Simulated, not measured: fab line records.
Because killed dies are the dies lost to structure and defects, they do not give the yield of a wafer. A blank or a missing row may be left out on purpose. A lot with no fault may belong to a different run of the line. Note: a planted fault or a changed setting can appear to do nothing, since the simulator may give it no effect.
The tool behind it: which one? ; flow gf180mcu ; 13 lots with 39 wafers sampled at 5 steps, on a route of 602 steps

== WHAT THE GAUGES SHOWED, per wafer ==
GF_POLY_GATE_THK_MEAS_01. Usual: for POLY_GATE_CVD_00_THK the level is 200.3 nm and the standard deviation is 1.9.
lot;measured;on;POLY_GATE_CVD_00_THK (nm);flag
L435;day 8 12:40;film metro-01;203.3 201.4 202.6;
L437;day 8 23:26;film metro-02;200.7 202.1 201.2;
L439;day 9 12:47;film metro-01;203.9 203.4 202.2;
L440;day 9 16:16;film metro-02;201.7 201.7 202.0;
L442;day 10 04:23;film metro-04;201.9 201.5 201.3;
L444;day 11 01:47;film metro-01;199.7 197.6 197.5;
L445;day 11 07:28;film metro-02;199.1 200.8 199.7;
L448;day 12 05:55;film metro-02;199.4 198.4 200.1;
L451;day 13 03:37;film metro-04;225.8 225.0 224.7;OFF
L453;day 13 14:39;film metro-01;223.8 222.8 224.6;OFF
L454;day 13 22:52;film metro-01;202.0 201.3 203.6;
L455;day 14 11:01;film metro-01;200.0 200.9 200.6;
L458;day 15 18:10;film metro-04;199.9 199.2 200.0;

GF_V3_THK_MEAS_01. Usual: for V3_CVD_00_THK the level is 600 nm and the standard deviation is 5.2.
lot;measured;on;V3_CVD_00_THK (nm);flag
L435;day 21 08:05;film metro-01;602 607 607;
L437;day 22 02:41;film metro-02;599 599 605;
L439;day 22 17:40;film metro-01;595 598 592;
L440;day 22 20:47;film metro-01;601 607 610;
L442;day 23 16:23;film metro-03;596 599 602;
L444;day 24 16:06;film metro-02;603 595 601;
L445;day 24 23:13;film metro-01;600 592 595;
L448;day 25 23:32;film metro-01;596 595 593;
L451;day 27 00:11;film metro-03;594 599 592;
L453;day 27 08:54;film metro-02;592 599 595;
L454;day 27 15:35;film metro-01;595 597 596;
L455;day 28 03:44;film metro-02;595 600 602;
L458;day 29 11:20;film metro-03;596 599 587;

== EACH LOT AND THE TOOL THAT RAN IT (in order: tool; ch and the chambers of the sampled wafers; start) ==
lot;GF_POLY_GATE_CVD_00;GF_V1_CVD_23;GF_M3_SPUTTER_03
L435;lpcvd-02 ch 0, day 8 11:20;cvd w-01 ch 0,1, day 18 02:41;pvd sputter-01, day 20 07:16
L437;lpcvd-01 ch 0, day 8 22:05;cvd w-01 ch 0,1, day 18 20:03;pvd sputter-01, day 21 01:27
L439;lpcvd-01 ch 0, day 9 11:26;cvd w-01 ch 0,1, day 19 12:46;pvd sputter-01, day 21 17:14
L440;lpcvd-01 ch 1, day 9 14:56;cvd w-02 ch 0, day 19 16:05;pvd sputter-04, day 21 20:25
L442;lpcvd-01 ch 0, day 10 03:04;cvd w-02 ch 0, day 20 13:35;pvd sputter-04, day 22 16:20
L444;lpcvd-01 ch 1, day 10 23:47;cvd w-01 ch 0,1, day 21 14:49;pvd sputter-04, day 23 17:31
L445;lpcvd-02 ch 0, day 11 06:07;cvd w-02 ch 0,1, day 21 21:51;pvd sputter-04, day 24 00:08
L448;lpcvd-02 ch 0, day 12 04:34;cvd w-02 ch 0,1, day 23 01:01;pvd sputter-01, day 25 01:58
L451;lpcvd-01 ch 1, day 13 02:17;cvd w-02 ch 0,1, day 24 02:44;pvd sputter-04, day 26 02:05
L453;lpcvd-01 ch 0, day 13 13:19;cvd w-01 ch 0,1, day 24 13:09;pvd sputter-01, day 26 11:20
L454;lpcvd-02 ch 1, day 13 21:32;cvd w-02 ch 0,1, day 24 20:38;pvd sputter-01, day 26 18:25
L455;lpcvd-02 ch 0, day 14 09:40;cvd w-02 ch 0,1, day 25 08:35;pvd sputter-01, day 27 06:14
L458;lpcvd-02 ch 0, day 15 16:49;cvd w-02 ch 0,1, day 26 19:40;pvd sputter-01, day 28 15:31
- GF_POLY_GATE_CVD_00: deposits poly-Si, target thk 200 nm, time 1200 s.
- GF_V1_CVD_23: deposits W, target thk 350 nm, time 105.05 s.
- GF_M3_SPUTTER_03: material Ti, target thk 10 nm, time 6.7 s.

== WHAT THE TOOLS THEMSELVES READ (means of the sampled wafers that have a number; where no wafer has one, the mark that the record gives instead) ==
GF_POLY_GATE_CVD_00. Usual: pressure mtorr 199.9 mTorr, standard deviation 0.39; susceptor temp C 620.05 C, standard deviation 0.27; zone power centre pct 9.1 %, standard deviation 1.1.
lot;tool;pressure mtorr (mTorr);susceptor temp C (C);zone power centre pct (%);flag
L435;lpcvd-02;200.1;620.42;10.5;
L437;lpcvd-01;199.9;620.17;9.6;
L439;lpcvd-01;200.0;619.79;9.5;
L440;lpcvd-01;200.2;620.05;7.4;
L442;lpcvd-01;200.1;620.04;9.5;
L444;lpcvd-01;199.2;620.18;7.4;
L445;lpcvd-02;200.5;619.98;10.6;
L448;lpcvd-02;199.8;620.01;10.3;
L451;lpcvd-01;199.9;619.98;7.4;
L453;lpcvd-01;200.2;620.11;9.4;
L454;lpcvd-02;199.9;619.83;8.4;
L455;lpcvd-02;199.7;620.12;10.4;
L458;lpcvd-02;200.1;619.84;10.5;

GF_V1_CVD_23. Usual: heater power w 839 W, standard deviation 57; susceptor temp C 399.99 C, standard deviation 0.22.
lot;tool;heater power w (W);susceptor temp C (C);flag
L435;cvd w-01;877;399.78;
L437;cvd w-01;877;399.95;
L439;cvd w-01;885;399.76;
L440;cvd w-02;793;400.17;
L442;cvd w-02;796;400.05;
L444;cvd w-01;851;400.28;
L445;cvd w-02;800;400.05;
L448;cvd w-02;806;400.02;
L451;cvd w-02;805;399.96;
L453;cvd w-01;899;399.77;
L454;cvd w-02;811;399.92;
L455;cvd w-02;814;400.09;
L458;cvd w-02;815;399.90;

GF_M3_SPUTTER_03. Usual: throttle valve pct at 29.6 %, with a standard deviation of 0.78.
lot;tool;throttle valve pct (%);flag
L435;pvd sputter-01;29.8;
L437;pvd sputter-01;29.8;
L439;pvd sputter-01;29.9;
L440;pvd sputter-04;29.1;
L442;pvd sputter-04;28.9;
L444;pvd sputter-04;28.6;
L445;pvd sputter-04;28.8;
L448;pvd sputter-01;29.7;
L451;pvd sputter-04;28.8;
L453;pvd sputter-01;29.3;
L454;pvd sputter-01;29.8;
L455;pvd sputter-01;29.3;
L458;pvd sputter-01;29.4;

== THE ANSWER, worked out from the rows above alone ==
Rule: take the mean of a lot's wafers that have a number; if it is more than 3 standard deviations from the usual mean, the lot is off. A lot without any number at a reading at which 4 lots or more have one is off too. Any other lot the step has rows for is counted as sound. The gauges are gone through in route order, then the tools' own readings, and for those a lot's mean is taken as printed above. The first step at which some lot is off is used, and at that step the reading that is off furthest; a lot without a number counts as furthest.
Off: L451, L453, at GF_POLY_GATE_THK_MEAS_01 (POLY_GATE_CVD_00_THK).
If a tool, at a process step before that reading, ran all the lots that are off and no sound lot after the first of them, it fits. The gauges at GF_POLY_GATE_THK_MEAS_01 are tried like those tools. One fits: GF_POLY_GATE_CVD_00 on lpcvd-01. A fault onset in the window from L444 (day 10 23:47, its last sound lot) to L451 (day 13 02:17, its first lot off) fits.

== WHAT WAS PUT IN BY THE SIMULATOR ==
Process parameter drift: lpcvd-01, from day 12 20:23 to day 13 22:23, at GF_POLY_GATE_CVD_00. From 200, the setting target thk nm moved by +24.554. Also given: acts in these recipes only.
Lots struck among those shown: L451, L453. The same result came from the rule above.
